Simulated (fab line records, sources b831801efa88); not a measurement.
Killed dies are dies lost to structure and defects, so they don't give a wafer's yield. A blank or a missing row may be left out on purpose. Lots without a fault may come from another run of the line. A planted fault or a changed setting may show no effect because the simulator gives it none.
A struck lot beside a sound one | flow gf180mcu | 43 steps out of a route of 602
Sound: wafers L684.1, L684.3, L684.6. Struck: wafers L696.2, L696.3, L696.6. The cause comes at the end.
At each step with rows: each side's tool, then ch and its chambers, then its first start. Under that, the readings that differ: sound wafers | struck wafers | difference of the means | sigmas: that difference in standard deviations of wafers without a fault.
alike: readings whose means differ by less than 2 such deviations, and words and numbers that are the same on both sides. not compared: withheld readings, readings that some wafer has no value for, bounds like >300 that may hide the same value, and numbers for which the record gives no deviation and whose values overlap.
The two part at a step that has a row with sigmas, a row that says differs or no value, or rows on one side only. Numbers that don't overlap but have no deviation are shown without sigmas and don't part them. A reading that every wafer of one side lacks parts them only if that side has two wafers or more.

GF_PSD_RS_MEAS_15: measures by four-point-probe.
  sound on film_metro-04, day 15 16:31; struck on film_metro-04, day 19 13:17
  alike: PSD_RS
then, 1 step without rows for these wafers: GF_SAB_CVD_00 (deposits SiO2 from TEOS, target thk 50 nm, time 4.9302 s).
GF_SAB_THK_MEAS_01:
  sound on film_metro-01, day 15 16:39; struck on film_metro-02, day 19 13:25
  alike: SAB_CVD_00_THK
then, 7 steps without rows for these wafers: GF_SAB_DEHYDRATE_02 (time 60 s); GF_SAB_HMDS_03 (prime time 60 s); GF_SAB_COAT_04 (resist thk 1013 nm); GF_SAB_SOFTBAKE_05 (time 60 s); GF_SAB_EXPOSE_06 (exposes mask SAB, target cd 420 nm); GF_SAB_PEB_07; GF_SAB_DEVELOP_08 (develop time 60 s).
GF_SAB_CD_MEAS_09: target cd 420 nm.
  sound on cd_sem-01, day 16 14:55; struck on cd_sem-02, day 20 13:49
  alike: cd_nm
GF_SAB_OVL_MEAS_10:
  sound on overlay-02, day 16 15:02; struck on overlay-01, day 20 13:55
  reading      | sound        | struck      | difference | sigmas
  SAB_OVL (nm) | -0.3 0.3 0.4 | 4.2 3.2 1.9 | +3.0       | +2
GF_SAB_ETCH_11: etches SiO2 in C4F8/O2/Ar, target depth 55 nm, time 8.5 s.
  sound on rie_diel-02 ch 1,2,3, day 16 15:04; struck on rie_diel-04 ch 0,3, day 20 13:56
  alike: oes_product_au
  not compared: rf_hours_counter_h
then, 4 steps without rows for these wafers: GF_SAB_WET_ETCH_12 (etches SiO2 in dHF, target depth 22 nm, time 440 s); GF_SAB_STRIP_13 (strips in O2/N2); GF_SALICIDE_CLEAN_00 (cleans in SC1/SC2, time 150 s); GF_SALICIDE_WET_ETCH_01 (etches SiO2 in dHF, target depth 5 nm, time 100 s).
GF_SALICIDE_SPUTTER_02: material Co, target thk 10 nm, time 20 s.
  sound on pvd_sputter-04, day 16 15:25; struck on pvd_sputter-02, day 20 14:17
  alike: throttle_valve_pct
then, 1 step without rows for these wafers: GF_SALICIDE_SPUTTER_03 (material TiN, target thk 20 nm, time 16.7 s).
GF_SALICIDE_RS_MEAS_04: measures by four-point-probe.
  sound on film_metro-04, day 16 15:28; struck on film_metro-03, day 20 14:22
  alike: SALICIDE_TIN_RS
GF_SALICIDE_THK_MEAS_05: measures by xrf.
  sound on film_metro-04, day 16 15:35; struck on film_metro-03, day 20 14:28
  alike: SALICIDE_TIN_THK
GF_SALICIDE_RTA_06: time 30 s.
  sound on rtp_anneal-02 ch 0, day 16 15:38; struck on rtp_anneal-01 ch 0, day 20 14:32
  reading            | sound       | struck      | difference | sigmas
  lamp_power_pct (%) | 6.3 6.3 6.3 | 8.1 8.1 8.1 | +1.8       | +2
  alike: wafer_temp_C_max
then, 3 steps without rows for these wafers: GF_SALICIDE_WET_ETCH_07 (etches the open film in SPM, target depth 120 nm); GF_SALICIDE_RTA_08 (time 30 s); GF_CONTACT_CVD_00 (deposits SiO2, target thk 300 nm, time 50 s).
GF_CONTACT_THK_MEAS_01:
  sound on film_metro-03, day 16 15:59; struck on film_metro-04, day 20 14:52
  alike: CONTACT_CVD_00_THK
then, 1 step without rows for these wafers: GF_CONTACT_CVD_02 (deposits SiO2 from TEOS, target thk 860 nm, time 95.992 s).
GF_CONTACT_THK_MEAS_03:
  sound on film_metro-01, day 16 16:07; struck on film_metro-04, day 20 15:00
  alike: CONTACT_CVD_02_THK
GF_CONTACT_CMP_04: polishes SiO2.
  sound on cmp-02 ch 0,2,3, day 16 16:13; struck on cmp-01 ch 0,2, day 20 15:03
  alike: motor_current_A, time_to_endpoint_s
GF_CONTACT_BOW_MEAS_05:
  sound on film_metro-01, day 16 16:28; struck on film_metro-03, day 20 15:22
  alike: CONTACT_BOW
then, 8 steps without rows for these wafers: GF_CONTACT_DEHYDRATE_06 (time 60 s); GF_CONTACT_HMDS_07 (prime time 60 s); GF_CONTACT_COAT_08; GF_CONTACT_COAT_09 (resist thk 1000 nm); GF_CONTACT_SOFTBAKE_10 (time 60 s); GF_CONTACT_EXPOSE_11 (exposes mask Contact, target cd 220 nm); GF_CONTACT_PEB_12 (peb time 90 s); GF_CONTACT_DEVELOP_13 (develop time 60 s).
GF_CONTACT_CD_MEAS_14: target cd 220 nm.
  sound on cd_sem-02, day 17 14:59; struck on cd_sem-01, day 21 15:08
  reading    | sound             | struck            | difference | sigmas
  cd_nm (nm) | 218.3 218.8 218.5 | 221.6 222.1 222.0 | +3.4       | +3
GF_CONTACT_OVL_MEAS_15:
  sound on overlay-02, day 17 15:07; struck on overlay-01, day 21 15:14
  reading          | sound    | struck | difference | sigmas
  CONTACT_OVL (nm) | -7 -6 -4 | 7 7 0  | +10        | +2
GF_CONTACT_ETCH_16: etches BARC in N2/H2.
  sound on rie_diel-02 ch 0,1, day 17 15:08; struck on rie_diel-02 ch 1,2, day 21 15:16
  alike: drypump_motor_current_A, oes_product_au, throttle_valve_pct
GF_CONTACT_ETCH_17: etches SiO2 in C4F8/O2/Ar, stops on CoSi2, target depth 860 nm.
  sound on rie_diel-02 ch 0,1; struck on rie_diel-02 ch 1,2
  alike: oes_product_au
-- the record jumps here: 12 days lie between the struck wafers' starts before and after (it left off in module CONTACT and takes up again in module PASSIVATION, whose first step shown is number 602 of the route) --
GF_PASSIVATION_PROBE_99:
  the record has rows for the struck wafers here (prober-02, day 33 05:20) and none for the sound ones

WHERE THEY PART
First at GF_SAB_OVL_MEAS_10; last, within this record, at GF_PASSIVATION_PROBE_99.

WHY: what the simulator had put in
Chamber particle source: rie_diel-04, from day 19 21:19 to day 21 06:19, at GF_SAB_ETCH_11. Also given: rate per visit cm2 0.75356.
